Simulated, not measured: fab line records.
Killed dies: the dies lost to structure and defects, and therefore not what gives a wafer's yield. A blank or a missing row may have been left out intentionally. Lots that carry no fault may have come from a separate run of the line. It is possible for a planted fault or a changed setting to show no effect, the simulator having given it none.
fab line records | flow sky130
record lots=15 | wafers=45 | last-day=50
route steps=708 shown NWELL@33 VT_ADJUST_PCH@150 SONOS_ONO@182
lots with no fault: from the same line, run without faults
start-h: hours from the record's opening day to when the first of the lot's shown wafers began | wait-h: how many hours have passed since the lot's step before this one | " unchanged from the row above | L1.1+2: a row that stands for several wafers | - value missing, or start not given | * or withheld: withheld | < > ~ a bound
route shown NAME@n: NAME is a module with steps in the file, n the number in the route of the first one | usual: mean/standard deviation of fault-free wafers | same: alike in all rows | chamber/n: place in a boat | sites: readings site by site | _std_site: their standard deviation | _edge_site: mean of outer sites minus mean of inner sites | radius-mm: for every site, how far away it sits from the centre of the wafer | mask NAME#n: copy n | behind: tool/chamber where the wafer was last shaped | hold: cause of the lot's hold/its duration in hours/its outcome | device: the n, p or np transistor that did not switch | end of line: tests run on the same wafers once the route is complete | for a step that has no rows: nothing shown but its recipe | killed: at the first sort, the dies lost to defects and structure; wafer yield is something else | map: shows each die of a wafer: x if killed, . if not, _ if none is there
set.NAME: the setting the step ran with; set.NAME@STEP: the setting that earlier step ran with | model.NAME: the simulator's own value behind a step, which no gauge read
the route's steps for a sample of lots (tables are steps, rows are wafers)
services: when a tool's chamber went out of use (start-h, in hours from the record's first day, below 0 if earlier), for how many hours, and the reason
## steps
# step SKY_NWELL_OXIDATION_01
# recipe temp-c=900 | ambient=O2 | stabilise-s=600 | purge-s=300 | target-thk-a=100 | ox-time-s=1418
# usual ox-temp-c=900.0/0.42 | ox-temp-c-max=905.2/1.4 | spike-tc-centre-C=899.5/1.1 | tube-center-temp-C=900/0.077 | zone-power-lower-pct=17.1/1.7
lot.wafer | tool       | chamber | start-h | wait-h | ox-temp-c | ox-temp-c-max | spike-tc-centre-C | tube-center-temp-C | zone-power-lower-pct
L294.1    | furnace-02 | 0       | 42.29   | 0.6    | 900.2     | 906.0         | 898.0             | 899.98             | 18.5
L294.3    | "          | 0       | "       | "      | 899.8     | 905.8         | 900.0             | 900.03             | 18.7
L294.4    | "          | 0       | "       | "      | 900.4     | 906.6         | 897.6             | 899.89             | 18.7
L295.1    | furnace-02 | 0       | 43.71   | 0.0    | 900.0     | 905.7         | 898.7             | 900                | 18.8
L295.3    | "          | 0       | "       | "      | 899.4     | 906.7         | 901.6             | 899.83             | 19.0
L295.6    | "          | 0       | "       | "      | 900.2     | 904.6         | 901.5             | 900.07             | 18.7
L296.1    | furnace-01 | 0       | 50.41   | 0.0    | 899.7     | 903.3         | 898.5             | 900.03             | 15.7
L296.2    | "          | 0       | "       | "      | 899.6     | 903.2         | 899.3             | 899.99             | 15.5
L296.6    | "          | 0       | "       | "      | 899.4     | 903.0         | 900.0             | 899.96             | 15.7
L299.1    | furnace-01 | 0       | 66.75   | 0.0    | 900.1     | 903.3         | 899.3             | 900.04             | 15.4
L299.3    | "          | 0       | "       | "      | 900.1     | 904.0         | 901.0             | 899.93             | 15.7
L299.4    | "          | 0       | "       | "      | 900.0     | 904.5         | 898.9             | 899.94             | 15.5
L300.1    | furnace-02 | 0       | 72.15   | 0.5    | 900.2     | 905.1         | 899.8             | 900.08             | 18.7
L300.4    | "          | 0       | "       | "      | 900.4     | 905.4         | 901.0             | 900.01             | 18.9
L300.6    | "          | 0       | "       | "      | 900.5     | 905.1         | 899.3             | 900.01             | 18.9
L301.2    | furnace-01 | 0       | 76.94   | 0.9    | 900.5     | 904.6         | 899.6             | 900.09             | 15.5
L301.3    | "          | 0       | "       | "      | 899.5     | 902.7         | 899.8             | 900.01             | 15.7
L301.5    | "          | 0       | "       | "      | 900.9     | 905.4         | 899.6             | 900.04             | 15.9
L302.1    | furnace-01 | -       | 81.21   | 0.8    | -         | -             | -                 | -                  | -
L302.3    | "          | -       | "       | "      | -         | -             | -                 | -                  | -
L302.5    | "          | -       | "       | "      | -         | -             | -                 | -                  | -
L303.1    | furnace-02 | -       | 86.78   | 0.6    | -         | -             | -                 | -                  | -
L303.2    | "          | -       | "       | "      | -         | -             | -                 | -                  | -
L303.6    | "          | -       | "       | "      | -         | -             | -                 | -                  | -
L304.3    | furnace-01 | -       | 91.63   | 1.0    | -         | -             | -                 | -                  | -
L304.4    | "          | -       | "       | "      | -         | -             | -                 | -                  | -
L304.5    | "          | -       | "       | "      | -         | -             | -                 | -                  | -
L305.1    | furnace-02 | 0       | 98.18   | 0.1    | 900.2     | 907.4         | 899.1             | 900.07             | 18.9
L305.2    | "          | 0       | "       | "      | 898.9     | 905.4         | 901.3             | 900.14             | 19.2
L305.4    | "          | 0       | "       | "      | 899.6     | 905.5         | 900.1             | 899.99             | 18.9
L306.1    | furnace-01 | 0       | 102.61  | 0.6    | 899.5     | 904.1         | 899.5             | 900.14             | 15.7
L306.3    | "          | 0       | "       | "      | 900.0     | 906.0         | 897.4             | 899.96             | 15.6
L306.6    | "          | 0       | "       | "      | 899.9     | 903.8         | 898.3             | 899.99             | 15.6
L311.1    | furnace-01 | 0       | 129.10  | 0.0    | 899.6     | 904.3         | 898.9             | 900.04             | 15.4
L311.2    | "          | 0       | "       | "      | 899.9     | 904.9         | 901.1             | 899.96             | 15.6
L311.5    | "          | 0       | "       | "      | 900.1     | 905.2         | 899.5             | 899.96             | 15.6
L312.2    | furnace-02 | 0       | 132.64  | 0.3    | 900.2     | 905.7         | 900.2             | 900.05             | 18.9
L312.3    | "          | 0       | "       | "      | 899.9     | 907.0         | 899.4             | 899.89             | 19.1
L312.6    | "          | 0       | "       | "      | 899.8     | 905.1         | 901.5             | 899.95             | 18.8
L314.2    | furnace-02 | 0       | 149.82  | 1.4    | 899.8     | 907.2         | 899.6             | 899.99             | 18.8
L314.3    | "          | 0       | "       | "      | 900.0     | 905.9         | 901.1             | 900.01             | 19.0
L314.6    | "          | 0       | "       | "      | 900.5     | 906.4         | 899.4             | 900.03             | 18.9
L316.2    | furnace-01 | 0       | 158.53  | 3.4    | 899.6     | 903.9         | 897.7             | 900.05             | 15.5
L316.3    | "          | 0       | "       | "      | 900.0     | 904.5         | 900.8             | 900.08             | 15.7
L316.4    | "          | 0       | "       | "      | 899.3     | 903.0         | 899.6             | 900.01             | 15.6
# step SKY_NWELL_OVL_MEAS_23
# usual NWELL_01_OVL=-0.1/1.6
lot.wafer | tool       | chamber | start-h | wait-h | NWELL_01_OVL[nm]
L294.1    | overlay-02 | -       | 114.16  | -      | 0.7
L294.3    | "          | -       | "       | "      | 2.1
L294.4    | "          | -       | "       | "      | 1.8
L295.1    | overlay-01 | -       | 115.02  | -      | 0.7
L295.3    | "          | -       | "       | "      | 1.3
L295.6    | "          | -       | "       | "      | 1.3
L296.1    | overlay-01 | -       | 122.37  | -      | -0.7
L296.2    | "          | -       | "       | "      | 1.1
L296.6    | "          | -       | "       | "      | 0.7
L299.1    | overlay-02 | -       | 141.37  | -      | -1.9
L299.3    | "          | -       | "       | "      | -0.8
L299.4    | "          | -       | "       | "      | -0.4
L300.1    | overlay-01 | -       | 147.37  | -      | 0.3
L300.4    | "          | -       | "       | "      | 1.5
L300.6    | "          | -       | "       | "      | -0.1
L301.2    | overlay-02 | -       | 152.04  | -      | 1.2
L301.3    | "          | -       | "       | "      | 1.2
L301.5    | "          | -       | "       | "      | 0.8
L302.1    | overlay-01 | -       | 157.86  | -      | 0.1
L302.3    | "          | -       | "       | "      | 1.4
L302.5    | "          | -       | "       | "      | 0.2
L303.1    | overlay-02 | -       | 163.96  | -      | 1.0
L303.2    | "          | -       | "       | "      | 0.3
L303.6    | "          | -       | "       | "      | 0.2
L304.3    | overlay-01 | -       | 169.40  | -      | 2.8
L304.4    | "          | -       | "       | "      | 0.7
L304.5    | "          | -       | "       | "      | -0.1
L305.1    | overlay-01 | -       | 176.69  | -      | 2.0
L305.2    | "          | -       | "       | "      | 3.1
L305.4    | "          | -       | "       | "      | 0.5
L306.1    | overlay-01 | -       | 181.11  | -      | -1.4
L306.3    | "          | -       | "       | "      | -1.5
L306.6    | "          | -       | "       | "      | -1.5
L311.1    | overlay-02 | -       | 211.56  | -      | -4.1
L311.2    | "          | -       | "       | "      | -5.6
L311.5    | "          | -       | "       | "      | -4.2
L312.2    | overlay-01 | -       | 216.59  | -      | -0.5
L312.3    | "          | -       | "       | "      | -0.3
L312.6    | "          | -       | "       | "      | -1.4
L314.2    | overlay-02 | -       | 237.21  | -      | 0.1
L314.3    | "          | -       | "       | "      | -0.1
L314.6    | "          | -       | "       | "      | 1.1
L316.2    | overlay-01 | -       | 248.66  | -      | -1.9
L316.3    | "          | -       | "       | "      | -0.9
L316.4    | "          | -       | "       | "      | -1.4
# step SKY_VT_ADJUST_PCH_OVL_MEAS_07
# usual VT_ADJUST_PCH_OVL=-0.5/1.1
lot.wafer | tool       | chamber | start-h | wait-h | VT_ADJUST_PCH_OVL[nm]
L294.1    | overlay-01 | -       | 238.67  | -      | -2.1
L294.3    | "          | -       | "       | "      | -2.9
L294.4    | "          | -       | "       | "      | -0.9
L295.1    | overlay-01 | -       | 240.51  | -      | -1.0
L295.3    | "          | -       | "       | "      | -0.8
L295.6    | "          | -       | "       | "      | -0.1
L296.1    | overlay-02 | -       | 250.27  | -      | -2.7
L296.2    | "          | -       | "       | "      | -0.7
L296.6    | "          | -       | "       | "      | -0.9
L299.1    | overlay-01 | -       | 274.57  | -      | -0.8
L299.3    | "          | -       | "       | "      | -1.2
L299.4    | "          | -       | "       | "      | 0.2
L300.1    | overlay-01 | -       | 281.12  | -      | 0.6
L300.4    | "          | -       | "       | "      | 0.0
L300.6    | "          | -       | "       | "      | -0.1
L301.2    | overlay-01 | -       | 287.58  | -      | -1.8
L301.3    | "          | -       | "       | "      | 0.4
L301.5    | "          | -       | "       | "      | 1.4
L305.1    | overlay-01 | -       | 318.07  | -      | -0.9
L305.2    | "          | -       | "       | "      | 0.1
L305.4    | "          | -       | "       | "      | -1.1
L306.1    | overlay-01 | -       | 324.37  | -      | -1.9
L306.3    | "          | -       | "       | "      | -1.9
L306.6    | "          | -       | "       | "      | -1.9
L311.1    | overlay-02 | -       | 358.56  | -      | -0.6
L311.2    | "          | -       | "       | "      | -1.4
L311.5    | "          | -       | "       | "      | 0.1
L312.2    | overlay-01 | -       | 366.13  | -      | 1.2
L312.3    | "          | -       | "       | "      | 1.5
L312.6    | "          | -       | "       | "      | 2.3
L314.2    | overlay-02 | -       | 393.28  | -      | -1.8
L314.3    | "          | -       | "       | "      | -1.6
L314.6    | "          | -       | "       | "      | -2.3
L316.2    | overlay-02 | -       | 409.01  | -      | 0.2
L316.3    | "          | -       | "       | "      | -0.8
L316.4    | "          | -       | "       | "      | 0.3
# step SKY_SONOS_ONO_OVL_MEAS_14
# usual SONOS_ONO_OVL=-0.3/1.6
lot.wafer | tool       | chamber | start-h | wait-h | SONOS_ONO_OVL[nm]
L294.1    | overlay-02 | -       | 293.48  | 0.1    | 1.2
L294.3    | "          | -       | "       | "      | 1.7
L294.4    | "          | -       | "       | "      | 1.3
L295.1    | overlay-01 | -       | 295.60  | 0.1    | 2.3
L295.3    | "          | -       | "       | "      | 2.8
L295.6    | "          | -       | "       | "      | 0.2
L296.1    | overlay-02 | -       | 324.55  | 0.1    | -1.2
L296.2    | "          | -       | "       | "      | -1.3
L296.6    | "          | -       | "       | "      | -1.8
L299.1    | overlay-02 | -       | 333.18  | 0.1    | -1.4
L299.3    | "          | -       | "       | "      | -1.1
L299.4    | "          | -       | "       | "      | -2.1
L300.1    | overlay-01 | -       | 338.10  | 0.1    | 2.8
L300.4    | "          | -       | "       | "      | 2.5
L300.6    | "          | -       | "       | "      | 2.8
L301.2    | overlay-01 | -       | 345.53  | 0.1    | 0.9
L301.3    | "          | -       | "       | "      | 0.5
L301.5    | "          | -       | "       | "      | -0.5
L305.1    | overlay-01 | -       | 378.14  | 0.1    | 2.0
L305.2    | "          | -       | "       | "      | 1.0
L305.4    | "          | -       | "       | "      | 2.1
L306.1    | overlay-01 | -       | 387.33  | 0.1    | -1.3
L306.3    | "          | -       | "       | "      | -1.8
L306.6    | "          | -       | "       | "      | -0.5
L311.1    | overlay-01 | -       | 423.45  | 0.1    | 0.4
L311.2    | "          | -       | "       | "      | 0.5
L311.5    | "          | -       | "       | "      | -1.3
L312.2    | overlay-02 | -       | 432.06  | 0.1    | -3.0
L312.3    | "          | -       | "       | "      | -2.5
L312.6    | "          | -       | "       | "      | -3.5
L314.2    | overlay-01 | -       | 463.86  | 0.1    | 0.6
L314.3    | "          | -       | "       | "      | 2.4
L314.6    | "          | -       | "       | "      | 1.9
L316.2    | overlay-02 | -       | 478.11  | 0.1    | -0.2
L316.3    | "          | -       | "       | "      | -0.6
L316.4    | "          | -       | "       | "      | 0.2
## services
tool       | chamber | start-h | hours | kind
furnace-02 | -       | 89.81   | 3.1   | pm
furnace-01 | -       | 97.66   | 3.4   | pm
furnace-02 | -       | 135.44  | 3.2   | pm
furnace-02 | -       | 138.62  | 4.3   | pm
## key
first-sign step=SKY_NWELL_OXIDATION_01 | reading=tool-record | direction=missing
effect none on later readings
met-at SKY_NWELL_OXIDATION_01
struck-lots L302,L303,L304
later-rows-left-out L302.1,L302.3,L302.5,L303.1,L303.2,L303.6,L304.3,L304.4,L304.5
sort-left-out L302.1,L302.3,L302.5,L303.1,L303.2,L303.6,L304.3,L304.4,L304.5
tester-left-out L302,L303,L304
not-acting-at SKY_NWELL_OVL_MEAS_23,SKY_VT_ADJUST_PCH_OVL_MEAS_07,SKY_SONOS_ONO_OVL_MEAS_14
onset-between 76.94 81.21
fault kind=skipped-step-whole | tool=furnace-01,furnace-02 | chamber=- | onset-h=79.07 | steps=SKY_NWELL_OXIDATION_01 | scope=struck-lots-only
# tester-left-out: of these lots the tester's yield and bins aren't shown, on N5 and GAA mostly nor the transistor test; their killed dies are dies lost to structure and defects alone, not to doping, threshold or leakage, so they don't give the yield
# sort-left-out: the simulated sort isn't trusted on such a fault, so these wafers' sort isn't shown, and their yield isn't known
# later-rows-left-out: the simulator's readings of these wafers behind a module that went badly wrong aren't trusted and aren't shown, but for the sort
